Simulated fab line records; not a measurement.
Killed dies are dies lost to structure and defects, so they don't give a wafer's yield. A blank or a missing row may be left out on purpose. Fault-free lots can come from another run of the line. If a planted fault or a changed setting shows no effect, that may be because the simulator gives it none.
Which tool was responsible? + flow gf180mcu + Sampling: 6 lots, 18 wafers, 4 of 602 route steps

WHAT THE GAUGES READ, wafer by wafer
GF_TOP_METAL_CD_MEAS_14: target cd 440 nm.
| lot  | measured     | on        | cd nm (nm)        |
|------|--------------|-----------|-------------------|
| L895 | day 28 11:52 | cd sem-01 | 442.7 441.5 441.7 |
| L899 | day 29 20:03 | cd sem-01 | 439.2 440.1 440.1 |
| L901 | day 30 02:50 | cd sem-01 | 443.2 442.4 441.8 |
| L903 | day 30 21:26 | cd sem-02 | 441.5 441.6 442.4 |
| L910 | day 32 17:16 | cd sem-02 | 439.6 436.4 437.6 |
| L915 | day 33 18:48 | cd sem-02 | 437.7 439.7 438.6 |

WHICH TOOL RAN EACH LOT (tool, then ch and the chambers of the sampled wafers, then the start)
| lot  | GF_M1_CLEAN_19                  | GF_M5_METAL_ETCH_10               | GF_V5_CMP_26                  |
|------|---------------------------------|-----------------------------------|-------------------------------|
| L895 | wet bench-02 ch 2, day 17 14:06 | rie metal-04 ch 0,1, day 26 17:11 | cmp-02 ch 1,2,3, day 27 16:17 |
| L899 | wet bench-01 ch 0, day 19 01:58 | rie metal-01 ch 0,1, day 28 01:32 | cmp-02 ch 1,2, day 29 00:23   |
| L901 | wet bench-02 ch 0, day 19 15:19 | rie metal-01 ch 0,1, day 28 09:20 | cmp-02 ch 0,3, day 29 07:26   |
| L903 | wet bench-03 ch 3, day 20 14:54 | rie metal-03 ch 0,1, day 29 05:10 | cmp-02 ch 0,1,3, day 30 02:29 |
| L910 | wet bench-01 ch 2, day 23 05:10 | rie metal-01 ch 1, day 31 04:25   | cmp-01 ch 0,2, day 32 00:41   |
| L915 | wet bench-02 ch 1, day 24 14:06 | rie metal-04 ch 0, day 32 08:32   | cmp-01 ch 0,1, day 33 02:58   |
- GF_M1_CLEAN_19: cleans in DIW.
- GF_M5_METAL_ETCH_10: etches the open film in Cl2/BCl3, stops on SiO2, target depth 627.5 nm, time 104.6 s.
- GF_V5_CMP_26: polishes, stops on SiO2, t overpolish 15 s, target thk 0 nm.

THE ANSWER, worked out from the rows above alone
Rule: usual is defined by the lots themselves. The widest of any qualifying gaps counts: lots, ordered by their means at a reading, are off when they make up no more than a third of the lots, leave a main group of 4 or more, and stand apart from it by 3 or more times the standard deviation of that group's means. A main group whose means are all the same, to the digits that the tables above print for the reading, isn't used. A lot without any number at a reading at which 4 lots or more have one is off too. The other lots that the step has rows for count as sound.
Across all readings shown, no lot is off: no conclusion can be drawn from this.

WHAT WAS PUT IN BY THE SIMULATOR
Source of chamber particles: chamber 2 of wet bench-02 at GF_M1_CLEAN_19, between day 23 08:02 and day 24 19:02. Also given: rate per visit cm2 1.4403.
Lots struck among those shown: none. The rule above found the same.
